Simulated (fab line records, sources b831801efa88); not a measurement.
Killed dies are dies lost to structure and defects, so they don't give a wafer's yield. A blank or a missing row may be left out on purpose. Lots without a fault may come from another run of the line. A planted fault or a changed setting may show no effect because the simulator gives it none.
A struck lot beside a sound one | flow sky130 | 16 steps out of a route of 708
Sound: wafers L415.1, L415.2, L415.6. Struck: wafer L424.2. (L424.3, L424.4 of the same lot were not struck and are left out.) The cause comes at the end.
At each step with rows: each side's tool, then ch and its chambers, then its first start. Under that, the readings that differ: sound wafers | struck wafers | difference of the means | sigmas: that difference in standard deviations of wafers without a fault.
alike: readings whose means differ by less than 2 such deviations, and words and numbers that are the same on both sides. not compared: withheld readings, readings that some wafer has no value for, bounds like >300 that may hide the same value, and numbers for which the record gives no deviation and whose values overlap.
The two part at a step that has a row with sigmas, a row that says differs or no value, or rows on one side only. Numbers that don't overlap but have no deviation are shown without sigmas and don't part them. A reading that every wafer of one side lacks parts them only if that side has two wafers or more.

first, 1 step without rows for these wafers: SKY_LDD_N_IMPLANT_15.
SKY_LDD_N_STRIP_16: strips in O2/N2.
  sound on plasma_asher-03 ch 0,1, day 17 19:57; struck on plasma_asher-03 ch 1, day 21 06:18
  alike: drypump_motor_current_A, oes_product_au, strip_time_to_endpoint_s
  not compared: rf_hours_counter_h
SKY_LDD_N_TW_MEAS_17:
  sound on film_metro-03, day 17 20:03; struck on film_metro-04, day 21 06:25
  reading  | sound          | struck | difference | sigmas
  LDD_N_TW | 2538 2527 2534 | 2619   | +86        | +3
then, 7 steps without rows for these wafers: SKY_LDD_P_DEHYDRATE_00 (time 60 s); SKY_LDD_P_HMDS_01 (prime time 60 s); SKY_LDD_P_COAT_02 (resist thk 1140 nm); SKY_LDD_P_SOFTBAKE_03 (time 60 s); SKY_LDD_P_EXPOSE_04 (exposes mask PSDM, target cd 380 nm); SKY_LDD_P_PEB_05; SKY_LDD_P_DEVELOP_06 (develop time 60 s).
SKY_LDD_P_CD_MEAS_07: target cd 380 nm.
  sound on cd_sem-01, day 19 02:01; struck on cd_sem-02, day 22 12:43
  reading    | sound             | struck | difference | sigmas
  cd_nm (nm) | 377.8 380.8 378.8 | 372.3  | -6.8       | -3
SKY_LDD_P_OVL_MEAS_08:
  sound on overlay-02, day 19 02:08; struck on overlay-02, day 22 12:49
  alike: LDD_P_OVL
SKY_LDD_P_IMPLANT_09:
  sound on implanter-04 ch 0, day 19 02:11; struck on implanter-02 ch 0, day 22 12:52
  reading       | sound          | struck | difference | sigmas
  beam_on_s (s) | 9.56 9.74 9.84 | 10.47  | +0.76      | +4
SKY_LDD_P_STRIP_10: strips in O2/N2.
  sound on plasma_asher-04 ch 0,1, day 19 02:20; struck on plasma_asher-03 ch 0, day 22 12:59
  reading                      | sound             | struck | difference | sigmas
  drypump_motor_current_A (A)  | 6.7 6.6 6.7       | 4.9    | -1.8       | -2
  strip_time_to_endpoint_s (s) | 14.15 14.13 14.12 | 14.21  | +0.08      | +2
  alike: oes_product_au
  not compared: rf_hours_counter_h
SKY_LDD_P_TW_MEAS_11:
  sound on film_metro-01, day 19 02:26; struck on film_metro-02, day 22 13:20
  reading  | sound       | struck | difference | sigmas
  LDD_P_TW | 627 637 636 | 617    | -16        | -4
  not compared: hold
-- the record jumps here: 26 days lie between the struck wafers' starts before and after (it left off in module LDD_P and takes up again in module PAD_OPEN, whose first step shown is number 708 of the route) --
SKY_PAD_OPEN_PROBE_99:
  sound on prober-02, day 45 18:46; struck on prober-02, day 48 03:34
  reading                                     | sound                | struck | difference | sigmas
  model.etest.tip_p.rs_ohm_sq                 | 6741 6784 6698       | 7847   | +1106      |
  model.etest.tip_p.rs_ohm_sq_range           | 175.6 137.6 126      | 1031   | +885       |
  model.etest.tip_p.rs_ohm_sq_rim_less_centre | -51.41 -78.05 -54.66 | -464.9 | -403.5     |
  alike: killed_at_M0_to_M3, killed_at_M4_up, killed_at_contacts, killed_at_front_end, killed_at_other, killed_dies, killed_open, killed_short

WHERE THEY PART
First at SKY_LDD_N_TW_MEAS_17; last, within this record, at SKY_LDD_P_TW_MEAS_11. Later steps at which nothing parts them and some readings are alike: SKY_PAD_OPEN_PROBE_99.

WHY: what the simulator had put in
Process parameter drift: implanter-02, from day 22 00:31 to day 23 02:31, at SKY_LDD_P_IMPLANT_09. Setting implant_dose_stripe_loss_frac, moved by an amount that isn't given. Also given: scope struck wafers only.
